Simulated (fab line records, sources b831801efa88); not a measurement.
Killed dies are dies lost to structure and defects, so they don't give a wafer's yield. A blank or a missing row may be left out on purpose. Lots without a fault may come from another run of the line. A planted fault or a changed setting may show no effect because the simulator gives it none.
Which tool did it? | flow sky130 | 12 lots, 35 wafers sampled, at 5 steps of a route of 708

WHAT THE GAUGES READ, wafer by wafer
SKY_LOCAL_INTERCONNECT_THK_MEAS_02: measures by xrf. Usual: LOCAL_INTERCONNECT_TIN_THK 99.0 nm, standard deviation 0.84.
lot  | measured     | on            | LOCAL_INTERCONNECT_TIN_THK (nm) | flag
L501 | day 28 22:54 | film_metro-04 | 99.3 99.2 98.1                  |
L502 | day 29 01:13 | film_metro-01 | 99.6 99.5 99.0                  |
L503 | day 29 17:20 | film_metro-04 | 99.3 99.9 97.9                  |
L506 | day 30 15:12 | film_metro-01 | 100.0 98.8 99.5                 |
L508 | day 31 13:23 | film_metro-03 | 97.3 97.7 97.4                  |
L510 | day 33 06:08 | film_metro-03 | 98.7 100.1 99.1                 |
L511 | day 33 06:34 | film_metro-01 | 98.2 99.3 98.8                  |
L512 | day 33 16:38 | film_metro-01 | 99.1 99.2 99.6                  |
L513 | day 34 02:15 | film_metro-01 | 100.2 99.1 100.1                |
L515 | day 34 07:28 | film_metro-03 | 97.4 97.9 98.7                  |
L518 | day 34 22:35 | film_metro-01 | 97.7 98.0                       |
L524 | day 36 11:13 | film_metro-03 | 99.1 99.1 100.0                 |

SKY_CONTACT_OVL_MEAS_15. Usual: CONTACT_OVL -5 nm, standard deviation 4.8.
lot  | measured     | on         | CONTACT_OVL (nm) | flag
L501 | day 31 08:14 | overlay-01 | -4 -3 -4         |
L502 | day 31 10:11 | overlay-02 | -13 1 -9         |
L503 | day 32 01:25 | overlay-01 | -7 -1 -11        |
L506 | day 32 22:38 | overlay-01 | -4 -11 -11       |
L508 | day 33 21:12 | overlay-02 | -3 -10 -6        |
L510 | day 35 11:32 | overlay-02 | -4 -1 1          |
L511 | day 35 11:44 | overlay-01 | -3 -4 0          |
L512 | day 35 21:50 | overlay-01 | -3 2 -1          |
L513 | day 36 07:45 | overlay-01 | -7 0 -5          |
L515 | day 36 12:28 | overlay-01 | 1 -2 -6          |
L518 | day 37 04:17 | overlay-01 | 1 -5             |
L524 | day 38 16:02 | overlay-02 | 2 0 0            |

SKY_VIA1_CD_MEAS_12: target cd 150 nm. Usual: cd_nm 150.1 nm, standard deviation 1.7.
lot  | measured     | on        | cd_nm (nm)        | flag
L501 | day 33 17:39 | cd_sem-01 | 148.6 150.5 149.3 |
L502 | day 33 20:25 | cd_sem-01 | 147.5 150.8 148.1 |
L503 | day 34 09:35 | cd_sem-01 | 150.3 150.2 151.0 |
L506 | day 35 05:16 | cd_sem-01 | 148.2 149.7 147.6 |
L508 | day 36 04:37 | cd_sem-01 | 145.7 147.5 147.7 |
L510 | day 37 18:01 | cd_sem-02 | 149.6 148.7 148.4 |
L511 | day 37 19:07 | cd_sem-02 | 149.7 152.5 151.6 |
L512 | day 38 03:44 | cd_sem-02 | 149.1 152.5 152.9 |
L513 | day 38 13:25 | cd_sem-01 | 149.0 148.7 96.1  | OFF
L515 | day 38 17:26 | cd_sem-01 | 149.4 149.6 150.1 |
L518 | day 39 10:28 | cd_sem-01 | 152.1 100.5       | OFF
L524 | day 40 20:41 | cd_sem-02 | 152.2 151.7 152.9 |

WHICH TOOL RAN EACH LOT (tool, then ch and the chambers of the sampled wafers, then the start)
lot  | SKY_METAL1_DESCUM_17              | SKY_VIA1_EXPOSE_09
L501 | rie_metal-04 ch 0,1, day 32 13:46 | krf_scanner-01 ch 0, day 33 04:40
L502 | rie_metal-02 ch 0, day 32 15:36   | krf_scanner-02 ch 0, day 33 07:43
L503 | rie_metal-03 ch 0,1, day 33 06:46 | krf_scanner-02 ch 0, day 33 20:58
L506 | rie_metal-03 ch 0,1, day 34 02:22 | krf_scanner-01 ch 0, day 34 16:49
L508 | rie_metal-04 ch 0,1, day 35 00:54 | krf_scanner-02 ch 0, day 35 15:38
L510 | rie_metal-03 ch 0,1, day 36 15:10 | krf_scanner-02 ch 0, day 37 05:08
L511 | rie_metal-04 ch 0,1, day 36 16:19 | krf_scanner-01 ch 0, day 37 06:13
L512 | rie_metal-02 ch 0,1, day 37 01:24 | krf_scanner-01 ch 0, day 37 15:35
L513 | rie_metal-02 ch 0,1, day 37 10:22 | krf_scanner-01 ch 0, day 38 00:34
L515 | rie_metal-04 ch 0,1, day 37 15:19 | krf_scanner-02 ch 0, day 38 05:22
L518 | rie_metal-04 ch 0,1, day 38 07:40 | krf_scanner-01 ch 0, day 38 22:17
L524 | rie_metal-02 ch 0,1, day 39 19:06 | krf_scanner-02 ch 0, day 40 08:32
- SKY_METAL1_DESCUM_17: chemistry O2, time 8 s.
- SKY_VIA1_EXPOSE_09: exposes mask VIM, target cd 150 nm.

WHAT THE TOOLS THEMSELVES READ (means of the sampled wafers that have a number; where no wafer has one, the mark that the record gives instead)
SKY_METAL1_DESCUM_17. Usual: chamber_pressure_mTorr 10.000 mTorr, standard deviation 0.0089; drypump_motor_current_A 5.8 A, standard deviation 0.49; he_backside_leak_sccm 3.37 sccm, standard deviation 0.18; oes_product_au 1.005 a.u., standard deviation 0.01.
lot  | tool         | chamber_pressure_mTorr (mTorr) | drypump_motor_current_A (A) | he_backside_leak_sccm (sccm) | oes_product_au (a.u.) | flag
L501 | rie_metal-04 | 9.993                          | 6.0                         | 3.43                         | 1.013                 |
L502 | rie_metal-02 | 9.995                          | 4.7                         | 3.24                         | 1.000                 |
L503 | rie_metal-03 | 10.000                         | 6.1                         | 3.24                         | 1.000                 |
L506 | rie_metal-03 | 9.990                          | 6.2                         | 3.12                         | 0.999                 |
L508 | rie_metal-04 | 10.005                         | 6.0                         | 3.43                         | 1.018                 |
L510 | rie_metal-03 | 10.008                         | 6.1                         | 3.39                         | 0.997                 |
L511 | rie_metal-04 | 10.006                         | 5.9                         | 3.46                         | 1.011                 |
L512 | rie_metal-02 | 10.000                         | 5.0                         | 3.37                         | 0.995                 |
L513 | rie_metal-02 | 9.997                          | 5.2                         | 3.59                         | 0.993                 |
L515 | rie_metal-04 | 10.011                         | 6.0                         | 3.42                         | 1.021                 |
L518 | rie_metal-04 | 10.005                         | 5.9                         | 3.46                         | 1.014                 |
L524 | rie_metal-02 | 9.999                          | 5.0                         | 3.44                         | 0.995                 |

THE ANSWER, worked out from the rows above alone
Rule: a lot is off if the mean of its wafers that have a number lies more than 3 standard deviations from the usual mean. A lot without any number at a reading at which 4 lots or more have one is off too. The other lots that the step has rows for count as sound. The gauges are gone through in route order, then the tools' own readings, and for those a lot's mean is taken as printed above. The first step at which some lot is off is used, and at that step the reading that is off furthest; a lot without a number counts as furthest.
Off: L513, L518, at SKY_VIA1_CD_MEAS_12 (cd_nm).
A tool fits if, at a process step before that reading, it ran every lot that is off, and no sound lot after the first of them. The gauges at SKY_VIA1_CD_MEAS_12 are tried like those tools. One fits: krf_scanner-01 at SKY_VIA1_EXPOSE_09. Its last sound lot is L512 (day 37 15:35), its first lot that is off L513 (day 38 00:34): a fault that began between those two fits.

WHAT THE SIMULATOR HAD PUT IN
Process parameter drift: krf_scanner-01, from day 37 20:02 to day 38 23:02, at SKY_VIA1_EXPOSE_09. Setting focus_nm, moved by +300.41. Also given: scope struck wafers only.
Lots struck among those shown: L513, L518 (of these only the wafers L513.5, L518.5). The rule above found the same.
